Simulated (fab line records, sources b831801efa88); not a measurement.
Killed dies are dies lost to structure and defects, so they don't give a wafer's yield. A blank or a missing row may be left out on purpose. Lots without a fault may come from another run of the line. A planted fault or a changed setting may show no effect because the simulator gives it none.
fab line records | flow sky130
record lots=12 wafers=36 last_day=51
route steps=708 shown CAP2M@607 METAL4@626 VIA4@640 PAD_OPEN@708
lots that met no fault: from a run of the same line without faults
start_h: hours from the record's first day to the start of the lot's first wafer shown | wait_h: hours since the lot's step before | " the same as in the row above | L1.1+2: a row that stands for several wafers | - no value, or no start given | * or withheld: withheld | < > ~ a bound
route shown NAME@n: a module of which the file shows steps, and the number in the route of the first | usual: mean/standard deviation of fault-free wafers | same: alike in all rows | chamber/n: place in a boat | sites: the reading at each site | _std_site: their standard deviation | _edge_site: outer sites' mean less inner sites' | radius_mm: how far each site lies from the wafer's centre | mask NAME#n: copy n | behind: the tool/chamber that last shaped the wafer | hold: why the lot was held/for how many hours/how that ended | device: the transistor (n, p or np) that didn't switch | end of line: the same wafers' tests at the end of the route | a step without rows: its recipe alone | killed: dies lost to structure and defects at the first sort, not the wafer's yield | map: a wafer's dies, x killed, . not, _ none there
set.NAME: the setting as run; set.NAME@STEP: as run at that earlier step | model.NAME: the simulator's own value behind a step, which no gauge read
steps of the route over a sample of lots; a table a step, a row a wafer
services: from which hour (start_h, from the record's first day; less than 0 if before it) a tool's chamber was out of use, for how many hours, and why
## steps
# step SKY_CAP2M_THK_MEAS_04
# recipe thk_meas_gauge=xrf reads=TiN_of_CAP2M_SPUTTER_02
# usual CAP2M_TIN_THK=200.0/3
# columns lot.wafer tool chamber start_h wait_h CAP2M_TIN_THK[nm]
L830.3 film_metro-01 - 959.90 0.1 197.7
L830.5 " - " " 200.4
L830.6 " - " " 201.2
L831.3 film_metro-02 - 968.30 0.1 197.6
L831.4 " - " " 201.0
L831.5 " - " " 198.9
L835.4 film_metro-03 - 993.03 0.1 193.5
L835.5 " - " " 197.1
L835.6 " - " " 199.1
L839.2 film_metro-03 - 1021.44 0.1 195.1
L839.5 " - " " 199.9
L839.6 " - " " 201.0
L840.1 film_metro-01 - 1032.69 0.1 203.1
L840.4 " - " " 200.8
L840.6 " - " " 200.3
L841.1 film_metro-03 - 1034.53 0.1 200.8
L841.2 " - " " 202.5
L841.5 " - " " 201.0
L842.2 film_metro-03 - 1044.30 0.1 201.0
L842.4 " - " " 200.5
L842.5 " - " " 197.2
L843.2 film_metro-03 - 1046.20 0.1 203.1
L843.3 " - " " 203.0
L843.5 " - " " 202.6
L844.2 film_metro-01 - 1054.56 0.1 193.6
L844.3 " - " " 193.9
L844.6 " - " " 193.4
L845.1 film_metro-03 - 1056.81 0.1 206.6
L845.4 " - " " 205.7
L845.5 " - " " 203.2
L848.2 film_metro-02 - 1078.76 0.1 201.0
L848.4 " - " " 203.2
L848.5 " - " " 200.5
L851.1 film_metro-01 - 1095.74 0.1 195.7
L851.3 " - " " 197.1
L851.5 " - " " 196.3
# step SKY_METAL4_EXPOSE_10
# recipe mask_id=MM4 na=0.68 source_shape=annular sigma_inner=0.4 sigma_outer=0.8 target_cd_nm=300 dose_mj=28
# usual exposure_dose_mJ_cm2=27.931/0.026
# columns lot.wafer tool chamber start_h wait_h mask exposure_dose_mJ_cm2
L830.3 krf_scanner-02 0 997.68 - MM4#0 27.910
L830.5 " 0 " " MM4#0 27.930
L830.6 " 0 " " MM4#0 27.913
L831.3 krf_scanner-01 0 1005.43 - MM4#0 27.941
L831.4 " 0 " " MM4#0 27.930
L831.5 " 0 " " MM4#0 27.958
L835.4 krf_scanner-02 0 1028.74 - MM4#0 27.913
L835.5 " 0 " " MM4#0 27.942
L835.6 " 0 " " MM4#0 27.921
L839.2 krf_scanner-01 0 1057.43 - MM4#0 27.937
L839.5 " 0 " " MM4#0 27.953
L839.6 " 0 " " MM4#0 27.951
L840.1 krf_scanner-01 0 1066.07 - MM4#0 25.703
L840.4 " 0 " " MM4#0 25.695
L840.6 " 0 " " MM4#0 25.670
L841.1 krf_scanner-01 0 1068.71 - MM4#0 25.738
L841.2 " 0 " " MM4#0 25.683
L841.5 " 0 " " MM4#0 25.699
L842.2 krf_scanner-02 0 1078.65 - MM4#0 27.944
L842.4 " 0 " " MM4#0 27.933
L842.5 " 0 " " MM4#0 27.906
L843.2 krf_scanner-02 0 1080.44 - MM4#0 27.938
L843.3 " 0 " " MM4#0 27.946
L843.5 " 0 " " MM4#0 27.960
L844.2 krf_scanner-01 0 1086.95 - MM4#0 26.504
L844.3 " 0 " " MM4#0 26.513
L844.6 " 0 " " MM4#0 26.553
L845.1 krf_scanner-01 0 1089.41 - MM4#0 26.503
L845.4 " 0 " " MM4#0 26.520
L845.5 " 0 " " MM4#0 26.545
L848.2 krf_scanner-02 0 1111.25 - MM4#0 27.966
L848.4 " 0 " " MM4#0 27.903
L848.5 " 0 " " MM4#0 27.943
L851.1 krf_scanner-02 0 1128.22 - MM4#0 27.910
L851.3 " 0 " " MM4#0 27.932
L851.5 " 0 " " MM4#0 27.880
# step SKY_METAL4_CD_MEAS_13
# recipe target_cd_nm=300
# usual cd_nm=300.2/1.5
# columns lot.wafer tool chamber start_h wait_h cd_nm
L830.3 cd_sem-01 - 1009.75 - 301.8
L830.5 " - " " 301.0
L830.6 " - " " 300.3
L831.3 cd_sem-01 - 1016.06 - 299.8
L831.4 " - " " 298.8
L831.5 " - " " 299.2
L835.4 cd_sem-01 - 1039.49 - 301.5
L835.5 " - " " 301.7
L835.6 " - " " 301.4
L839.2 cd_sem-01 - 1067.75 - 297.3
L839.5 " - " " 298.0
L839.6 " - " " 298.3
L840.1 cd_sem-01 - 1077.06 - 313.9
L840.4 " - " " 315.1
L840.6 " - " " 314.5
L841.1 cd_sem-01 - 1080.01 - 316.5
L841.2 " - " " 316.8
L841.5 " - " " 315.5
L842.2 cd_sem-01 - 1088.75 - 299.8
L842.4 " - " " 300.2
L842.5 " - " " 299.5
L843.2 cd_sem-01 - 1090.50 - 300.8
L843.3 " - " " 301.3
L843.5 " - " " 300.4
L844.2 cd_sem-01 - 1097.49 - 309.0
L844.3 " - " " 308.8
L844.6 " - " " 309.9
L845.1 cd_sem-01 - 1100.62 - 307.1
L845.4 " - " " 307.0
L845.5 " - " " 306.7
L848.2 cd_sem-01 - 1121.39 - 297.9
L848.4 " - " " 299.1
L848.5 " - " " 298.5
L851.1 cd_sem-01 - 1137.61 - 302.8
L851.3 " - " " 303.7
L851.5 " - " " 302.6
# step SKY_METAL4_OVL_MEAS_14
# usual METAL4_OVL=-1/5.5
# columns lot.wafer tool chamber start_h wait_h METAL4_OVL[nm]
L830.3 overlay-01 - 1009.84 0.1 -9
L830.5 " - " " -4
L830.6 " - " " -2
L831.3 overlay-02 - 1016.15 0.1 9
L831.4 " - " " 6
L831.5 " - " " -1
L835.4 overlay-01 - 1039.57 0.1 7
L835.5 " - " " 2
L835.6 " - " " 5
L839.2 overlay-02 - 1067.85 0.1 -4
L839.5 " - " " 7
L839.6 " - " " 1
L840.1 overlay-01 - 1077.18 0.1 -8
L840.4 " - " " -4
L840.6 " - " " -8
L841.1 overlay-02 - 1080.13 0.1 1
L841.2 " - " " 2
L841.5 " - " " -6
L842.2 overlay-01 - 1088.85 0.1 9
L842.4 " - " " 11
L842.5 " - " " -2
L843.2 overlay-01 - 1090.60 0.1 0
L843.3 " - " " -4
L843.5 " - " " -4
L844.2 overlay-02 - 1097.60 0.1 -6
L844.3 " - " " -7
L844.6 " - " " -4
L845.1 overlay-01 - 1100.74 0.1 4
L845.4 " - " " 3
L845.5 " - " " 1
L848.2 overlay-02 - 1121.50 0.1 -5
L848.4 " - " " 4
L848.5 " - " " -7
L851.1 overlay-01 - 1137.73 0.1 8
L851.3 " - " " 6
L851.5 " - " " 8
# step SKY_VIA4_THK_MEAS_01
# recipe reads=SiO2_of_VIA4_HDPCVD_00
# usual VIA4_HDPCVD_THK=1823/18
# columns lot.wafer tool chamber start_h wait_h VIA4_HDPCVD_THK[nm]
L830.3 film_metro-04 - 1010.98 0.1 1808
L830.5 " - " " 1811
L830.6 " - " " 1813
L831.3 film_metro-04 - 1017.29 0.1 1870
L831.4 " - " " 1848
L831.5 " - " " 1855
L835.4 film_metro-01 - 1040.84 0.1 1828
L835.5 " - " " 1818
L835.6 " - " " 1810
L839.2 film_metro-01 - 1069.08 0.2 1819
L839.5 " - " " 1838
L839.6 " - " " 1832
L840.1 film_metro-02 - 1078.36 0.1 1836
L840.4 " - " " 1820
L840.6 " - " " 1814
L841.1 film_metro-02 - 1081.31 0.1 1829
L841.2 " - " " 1840
L841.5 " - " " 1824
L842.2 film_metro-02 - 1090.10 0.1 1808
L842.4 " - " " 1794
L842.5 " - " " 1815
L843.2 film_metro-02 - 1091.81 0.1 1825
L843.3 " - " " 1823
L843.5 " - " " 1845
L844.2 film_metro-04 - 1098.73 0.1 1833
L844.3 " - " " 1819
L844.6 " - " " 1808
L845.1 film_metro-04 - 1101.96 0.1 1837
L845.4 " - " " 1851
L845.5 " - " " 1837
L848.2 film_metro-01 - 1123.11 0.1 1793
L848.4 " - " " 1807
L848.5 " - " " 1822
L851.1 film_metro-04 - 1139.04 0.1 1807
L851.3 " - " " 1804
L851.5 " - " " 1801
# step SKY_PAD_OPEN_PROBE_99
# usual defect_limited_yield=82.7/1.9 killed_at_M0_to_M3=43/7.3 killed_at_M4_up=3.2/1.9 killed_at_contacts=24/5.5 killed_at_front_end=15/4.7 killed_at_other=0.5/0.75 killed_dies=85/9.5 killed_open=46/7 killed_short=38/7.4 sort_bin_3_pad_short=0.9/0.43 sort_bin_5_function=10.1/1.4 sort_bin_6_memory=6.3/1 sort_bin_8_speed=0.2/0.37 sort_n_pass=406/9.4 sort_yield_pct=82.5/1.9
# same gross_dies=492 killed_at_back_side=0 sort_bin_4_leakage[%]=0
# columns lot.wafer tool chamber start_h wait_h defect_limited_yield[%] killed_at_M0_to_M3 killed_at_M4_up killed_at_contacts killed_at_front_end killed_at_other killed_dies killed_open killed_short sort_bin_3_pad_short[%] sort_bin_5_function[%] sort_bin_6_memory[%] sort_bin_8_speed[%] sort_n_pass sort_yield_pct[%]
L831.3 prober-01 - 1111.44 0.2 83.1 38 4 26 15 0 83 44 39 1.6 10.0 5.3 0 409 83.1
L831.4 prober-01 - 1111.49 0.2 84.8 36 1 27 11 0 75 51 23 0.4 9.6 5.3 0 417 84.8
L831.5 prober-01 - 1111.54 0.2 85.4 38 4 18 12 0 72 47 24 0.6 8.3 5.7 0 420 85.4
L839.2 prober-01 - 1156.29 0.1 80.9 41 1 35 17 0 94 48 45 1.0 12.6 5.5 0 398 80.9
L839.5 prober-01 - 1156.44 0.2 87.4 26 4 20 11 1 62 39 23 0.2 7.9 4.5 0 430 87.4
L839.6 prober-01 - 1156.49 0.2 81.3 45 5 20 20 2 92 44 48 2.0 10.4 6.3 0 400 81.3
L840.1 prober-02 - 1163.84 0.1 81.7 40 3 35 12 0 90 49 41 0.4 10.6 7.3 0.8 398 80.9
L840.4 prober-02 - 1163.99 0.2 80.3 45 3 37 11 1 97 51 46 0.6 10.8 8.3 0.6 392 79.7
L840.6 prober-02 - 1164.09 0.2 80.9 50 5 24 14 1 94 55 38 0.6 13.0 5.5 0 398 80.9
L841.1 prober-01 - 1166.74 0.1 85.8 40 4 12 14 0 70 38 32 0.6 8.7 4.9 0 422 85.8
L841.2 prober-01 - 1166.79 0.1 83.7 33 3 33 11 0 80 43 37 0.8 9.6 5.9 0 412 83.7
L841.5 prober-01 - 1166.94 0.2 82.5 48 6 21 10 1 86 59 26 0.2 10.8 6.5 0 406 82.5
L842.2 prober-02 - 1175.53 0.1 82.3 48 7 22 10 0 87 49 38 1.2 11.2 5.3 0 405 82.3
L842.4 prober-02 - 1175.63 0.2 81.9 42 5 23 19 0 89 45 44 1.4 10.4 6.3 0.4 401 81.5
L842.5 prober-02 - 1175.68 0.2 79.7 56 3 23 18 0 100 56 44 1.6 10.2 8.5 0 392 79.7
L843.2 prober-01 - 1175.88 0.1 83.5 43 1 25 12 0 81 52 28 0.2 8.9 7.3 0.2 410 83.3
L843.3 prober-01 - 1175.93 0.2 81.3 41 2 28 19 2 92 63 29 1.0 12.0 5.7 0 400 81.3
L843.5 prober-01 - 1176.03 0.2 82.1 51 2 24 11 0 88 43 45 1.6 9.1 7.1 0.4 402 81.7
L844.2 prober-02 - 1180.82 0.1 87.2 29 3 14 17 0 63 40 23 0.4 7.7 4.7 0.6 426 86.6
L844.3 prober-02 - 1180.87 0.2 83.1 35 4 21 22 1 83 52 31 0.8 10.2 5.9 0.4 407 82.7
L844.6 prober-02 - 1181.02 0.2 81.7 42 1 33 14 0 90 48 41 0.8 12.0 5.5 0.2 401 81.5
L845.1 prober-01 - 1183.19 0.1 80.1 44 4 35 14 1 98 49 49 1.0 11.4 7.5 0 394 80.1
L845.4 prober-01 - 1183.34 0.2 85.2 36 5 19 12 1 73 38 33 0.8 8.5 5.5 0.2 418 85.0
L845.5 prober-01 - 1183.39 0.2 80.7 46 5 23 21 0 95 44 49 0.6 12.4 6.3 0.6 394 80.1
# killed by level:class
L831.3 CONTACT:geometric_particle:open=13 METAL2:geometric_particle:short=7 VIA1:geometric_particle:open=5 VIA2:geometric_particle:short=5 FIELD_ISO:geometric_particle:open=4 LI_CONTACT:geometric_particle:short=4 VIA2:geometric_particle:open=4 VIA3:geometric_particle:short=4
L831.4 CONTACT:geometric_particle:open=10 LI_CONTACT:geometric_particle:open=9 VIA1:geometric_particle:open=7 VIA2:geometric_particle:open=7 VIA3:geometric_particle:open=6 LOCAL_INTERCONNECT:geometric_particle:short=5 FIELD_ISO:geometric_particle:open=4 METAL2:geometric_particle:short=4
L831.5 VIA2:geometric_particle:open=11 VIA1:geometric_particle:open=10 CONTACT:geometric_particle:open=8 VIA3:geometric_particle:open=6 METAL2:geometric_particle:short=4 LI_CONTACT:geometric_particle:open=3 LOCAL_INTERCONNECT:geometric_particle:short=3 FIELD_ISO:geometric_particle:open=2
L839.2 VIA1:geometric_particle:open=13 LI_CONTACT:geometric_particle:open=10 CONTACT:geometric_particle:short=8 LI_CONTACT:geometric_particle:short=5 LOCAL_INTERCONNECT:geometric_particle:short=5 CONTACT:geometric_particle:open=5 METAL1:geometric_particle:short=5 VIA1:geometric_particle:short=4
L839.5 VIA3:geometric_particle:open=11 CONTACT:geometric_particle:open=6 LI_CONTACT:geometric_particle:short=6 VIA1:geometric_particle:open=6 VIA2:geometric_particle:open=5 CONTACT:geometric_particle:short=4 FIELD_ISO:geometric_particle:short=3 POLY_GATE:geometric_particle:short=3
L839.6 METAL1:geometric_particle:short=8 VIA3:geometric_particle:open=7 VIA1:geometric_particle:open=7 LI_CONTACT:geometric_particle:open=6 FIELD_ISO:geometric_particle:short=5 CONTACT:geometric_particle:open=5 POLY_GATE:geometric_particle:open=4 POLY_GATE:geometric_particle:short=4
L840.1 CONTACT:geometric_particle:open=13 VIA2:geometric_particle:open=7 VIA1:geometric_particle:open=7 LI_CONTACT:geometric_particle:open=6 METAL1:geometric_particle:short=6 CONTACT:geometric_particle:short=6 METAL3:geometric_particle:short=5 LOCAL_INTERCONNECT:geometric_particle:short=4
L840.4 CONTACT:geometric_particle:open=14 CONTACT:geometric_particle:short=8 METAL2:geometric_particle:short=8 VIA1:geometric_particle:open=7 METAL1:geometric_particle:short=7 VIA3:geometric_particle:open=7 LI_CONTACT:geometric_particle:open=6 FIELD_ISO:geometric_particle:short=5
L840.6 CONTACT:geometric_particle:open=12 VIA1:geometric_particle:open=12 VIA2:geometric_particle:open=7 VIA3:geometric_particle:open=7 METAL1:geometric_particle:short=6 LOCAL_INTERCONNECT:geometric_particle:short=5 VIA1:geometric_particle:short=5 LI_CONTACT:geometric_particle:open=4
L841.1 VIA1:geometric_particle:open=12 CONTACT:geometric_particle:open=6 VIA2:geometric_particle:open=6 POLY_CUT:geometric_particle:short=5 LOCAL_INTERCONNECT:geometric_particle:short=4 VIA1:geometric_particle:short=4 FIELD_ISO:geometric_particle:open=3 POLY_GATE:geometric_particle:short=3
L841.2 CONTACT:geometric_particle:open=11 LI_CONTACT:geometric_particle:open=8 VIA2:geometric_particle:open=7 CONTACT:geometric_particle:short=6 POLY_GATE:geometric_particle:short=5 VIA1:geometric_particle:open=5 VIA3:geometric_particle:open=5 FIELD_ISO:geometric_particle:open=4
L841.5 VIA1:geometric_particle:open=15 VIA3:geometric_particle:open=11 LI_CONTACT:geometric_particle:open=8 CONTACT:geometric_particle:open=8 VIA2:geometric_particle:open=7 METAL4:geometric_particle:short=5 FIELD_ISO:geometric_particle:short=4 FIELD_ISO:geometric_particle:open=4
L842.2 CONTACT:geometric_particle:open=9 METAL2:geometric_particle:short=8 VIA2:geometric_particle:open=8 VIA3:geometric_particle:open=8 LI_CONTACT:geometric_particle:open=6 METAL4:geometric_particle:short=6 VIA1:geometric_particle:open=5 VIA2:geometric_particle:short=4
L842.4 CONTACT:geometric_particle:open=9 VIA1:geometric_particle:open=8 METAL1:geometric_particle:short=7 VIA3:geometric_particle:open=6 FIELD_ISO:geometric_particle:short=5 FIELD_ISO:geometric_particle:open=5 VIA1:geometric_particle:short=5 CONTACT:geometric_particle:short=5
L842.5 CONTACT:geometric_particle:open=10 VIA1:geometric_particle:open=10 VIA3:geometric_particle:open=10 METAL1:geometric_particle:short=7 METAL2:geometric_particle:short=7 LI_CONTACT:geometric_particle:short=6 VIA2:geometric_particle:open=6 POLY_GATE:geometric_particle:open=5
L843.2 CONTACT:geometric_particle:open=12 VIA2:geometric_particle:open=9 LI_CONTACT:geometric_particle:open=8 VIA1:geometric_particle:open=7 VIA1:geometric_particle:short=5 VIA3:geometric_particle:open=5 VIA2:geometric_particle:short=4 FIELD_ISO:geometric_particle:open=3
L843.3 VIA1:geometric_particle:open=15 VIA3:geometric_particle:open=11 FIELD_ISO:geometric_particle:open=10 CONTACT:geometric_particle:open=10 CONTACT:geometric_particle:short=8 LI_CONTACT:geometric_particle:open=5 LOCAL_INTERCONNECT:geometric_particle:short=4 FIELD_ISO:geometric_particle:short=3
L843.5 VIA1:geometric_particle:open=10 CONTACT:geometric_particle:open=8 LI_CONTACT:geometric_particle:open=6 LOCAL_INTERCONNECT:geometric_particle:short=6 METAL2:geometric_particle:short=6 VIA2:geometric_particle:open=6 VIA3:geometric_particle:open=6 POLY_GATE:geometric_particle:short=4
L844.2 VIA3:geometric_particle:open=11 POLY_GATE:geometric_particle:open=7 VIA1:geometric_particle:open=5 VIA2:geometric_particle:open=5 FIELD_ISO:geometric_particle:open=4 LOCAL_INTERCONNECT:geometric_particle:short=4 CONTACT:geometric_particle:open=4 METAL1:geometric_particle:short=4
L844.3 CONTACT:geometric_particle:open=12 VIA3:geometric_particle:open=9 FIELD_ISO:geometric_particle:open=6 POLY_GATE:geometric_particle:open=6 FIELD_ISO:geometric_particle:short=4 LI_CONTACT:geometric_particle:open=4 VIA1:geometric_particle:short=4 VIA2:geometric_particle:open=4
L844.6 CONTACT:geometric_particle:open=10 VIA1:geometric_particle:open=9 LI_CONTACT:geometric_particle:open=8 CONTACT:geometric_particle:short=7 METAL2:geometric_particle:short=6 VIA2:geometric_particle:open=6 FIELD_ISO:geometric_particle:short=5 VIA3:geometric_particle:short=5
L845.1 VIA1:geometric_particle:open=11 CONTACT:geometric_particle:open=9 LOCAL_INTERCONNECT:geometric_particle:short=8 LI_CONTACT:geometric_particle:open=7 VIA1:geometric_particle:short=7 VIA2:geometric_particle:open=6 LI_CONTACT:geometric_particle:short=5 METAL1:geometric_particle:short=5
L845.4 CONTACT:geometric_particle:open=11 VIA1:geometric_particle:open=10 VIA1:geometric_particle:short=7 METAL2:geometric_particle:short=6 FIELD_ISO:geometric_particle:short=5 POLY_GATE:geometric_particle:short=4 LI_CONTACT:geometric_particle:open=4 VIA2:geometric_particle:open=4
L845.5 VIA1:geometric_particle:open=12 CONTACT:geometric_particle:open=8 VIA2:geometric_particle:open=7 METAL2:geometric_particle:short=6 POLY_GATE:geometric_particle:short=5 LOCAL_INTERCONNECT:geometric_particle:short=5 CONTACT:geometric_particle:short=5 METAL1:geometric_particle:short=5
## services
# columns tool chamber start_h hours kind
krf_scanner-01 - 989.66 1.0 pm
krf_scanner-02 - 1001.18 3.6 pm
krf_scanner-02 - 1004.73 1.0 pm
krf_scanner-01 - 1021.04 1.3 pm
krf_scanner-02 - 1028.13 0.4 repair
krf_scanner-02 - 1047.51 4.4 pm
krf_scanner-01 - 1058.41 3.0 pm
krf_scanner-01 - 1094.79 0.8 pm
krf_scanner-02 0 1101.56 - calibration
krf_scanner-02 - 1102.26 4.0 repair
krf_scanner-01 - 1108.92 0.4 repair
krf_scanner-01 - 1116.60 2.9 repair
krf_scanner-02 - 1119.54 0.8 pm
krf_scanner-01 - 1125.63 2.6 repair
## key
first_sign step=SKY_METAL4_EXPOSE_10 reading=exposure_dose_mJ_cm2 direction=down sigmas=69 usual=* struck=*
effect step=SKY_METAL4_CD_MEAS_13 reading=cd_nm direction=up sigmas=7.8 usual=300.2 struck=311.7 through=control_loop
met_at SKY_METAL4_EXPOSE_10
struck_lots L840,L841,L844,L845
loop_trim step=SKY_METAL4_EXPOSE_10 setting=dose lots=L844,L845
not_acting_at SKY_CAP2M_THK_MEAS_04,SKY_METAL4_OVL_MEAS_14,SKY_VIA4_THK_MEAS_01
onset_between 1057.43 1066.07
fault kind=process_parameter_drift tool=krf_scanner-01 chamber=- onset_h=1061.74 steps=SKY_METAL4_EXPOSE_10 channel=dose_mj offset=-2.2561 shape=step acts_in=these_recipes_only stated=28
# loop_trim: a control loop set the setting to another value than it would have without faults
